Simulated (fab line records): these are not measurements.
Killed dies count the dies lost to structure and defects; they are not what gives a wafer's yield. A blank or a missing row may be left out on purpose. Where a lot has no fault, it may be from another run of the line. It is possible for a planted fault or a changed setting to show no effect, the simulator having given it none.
2 desks, one fault / flow gf180mcu / each desk has only its own numbers; what lay behind them comes last

== METROLOGY DESK ==
Lot by lot, what the gauges showed, no matter which tool ran the lot: averages of those sampled wafers that carry a number. If a lot's mean is further than 4 standard deviations from the usual mean, the lot is out of limits and carries the mark OUT (the distance appears in the brackets).
Columns: A = MVSD_TW at GF_MVSD_TW_MEAS_11, usual 1572; B = MVSD_RS at GF_VT_IMPLANT_RS_MEAS_46, usual 456.3 ohm/sq; C = cdNm at GF_CONTACT_CD_MEAS_14, usual 220.2 nm
lot=L301; first seen here=day 4 10:53; A=1554; B=455.7; C=220.4
lot=L302; first seen here=day 4 14:59; A=1589; B=457.2; C=218.3
lot=L303; first seen here=day 4 23:50; A=1576; B=456.6; C=222.3
lot=L304; first seen here=day 5 12:53; A=1585; B=457.3; C=219.8
lot=L306; first seen here=day 5 21:07; A=1578; B=456.5; C=219.9
lot=L313; first seen here=day 7 08:47; A=1195 (-21) OUT; B=778.4 (+99 or more) OUT; C=220.2
lot=L314; first seen here=day 7 14:08; A=1582; B=455.5; C=218.8
lot=L315; first seen here=day 7 22:35; A=1182 (-22) OUT; B=781.8 (+99 or more) OUT; C=219.7
lot=L317; first seen here=day 8 08:00; A=1558; B=456.5; C=221.0
lot=L318; first seen here=day 8 13:41; A=1554; B=456.9; C=220.3
lot=L322; first seen here=day 9 11:35; A=1546; B=456.7; C=218.6
lot=L323; first seen here=day 9 19:56; A=1542; B=456.1; C=220.4
lot=L324; first seen here=day 10 00:23; A=1549; B=457.7; C=222.3
This desk's result: L313, L315 out of limits, first on L313 (MVSD_TW at GF_MVSD_TW_MEAS_11), day 7 08:47. L301, L302, L303, L304, L306, L314, L317, L318, L322, L323, L324 stayed within limits.

== DESK OF THE TOOL OWNER: implanter-02 ==
The tool's own readings at GF_MVSD_IMPLANT_08, given as means over the sampled wafers that have a number, one for each lot that went through this tool. If a lot's mean is further than 4 standard deviations from the usual mean, the lot is out of limits and carries the mark OUT (the distance appears in the brackets).
Columns: A = doseIonsCm2 at GF_MVSD_IMPLANT_08, usual 1.6e+13; B = faradayCurrentUA at GF_MVSD_IMPLANT_08, usual 90.1
lot=L303; first seen here=day 4 23:26; A=1.6e+13; B=88.4
lot=L304; first seen here=day 5 12:30; A=1.6e+13; B=89.3
lot=L306; first seen here=day 5 20:43; A=1.6e+13; B=89.7
lot=L313; first seen here=day 7 08:24; A=5.3e+12 (-99 or more) OUT; B=30.3 (-35) OUT
lot=L315; first seen here=day 7 22:12; A=5.3e+12 (-99 or more) OUT; B=29.2 (-36) OUT
This desk finds L313, L315 out of limits, L313 being first, at day 7 08:24 (doseIonsCm2 at GF_MVSD_IMPLANT_08). L303, L304, L306 stayed within limits.

== BROUGHT TOGETHER ==
An alarm could have come from the tool owner's desk at day 7 08:24, on L313, L315.
Metrology desk: alarm possible at day 7 08:47 on L313, L315.
GF_MVSD_IMPLANT_08 was run on implanter-02 by each of the lots named.

== WHAT THE SIMULATOR HAD INSERTED ==
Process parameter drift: implanter-02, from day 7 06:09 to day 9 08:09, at GF_MVSD_IMPLANT_08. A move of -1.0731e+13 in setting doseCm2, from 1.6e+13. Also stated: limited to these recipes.
Shown lots that were struck: L313, L315.
Counting hours from when the fault started, the first reading out of limits came at 2 for the tool owner's desk and at 3 for the metrology desk.
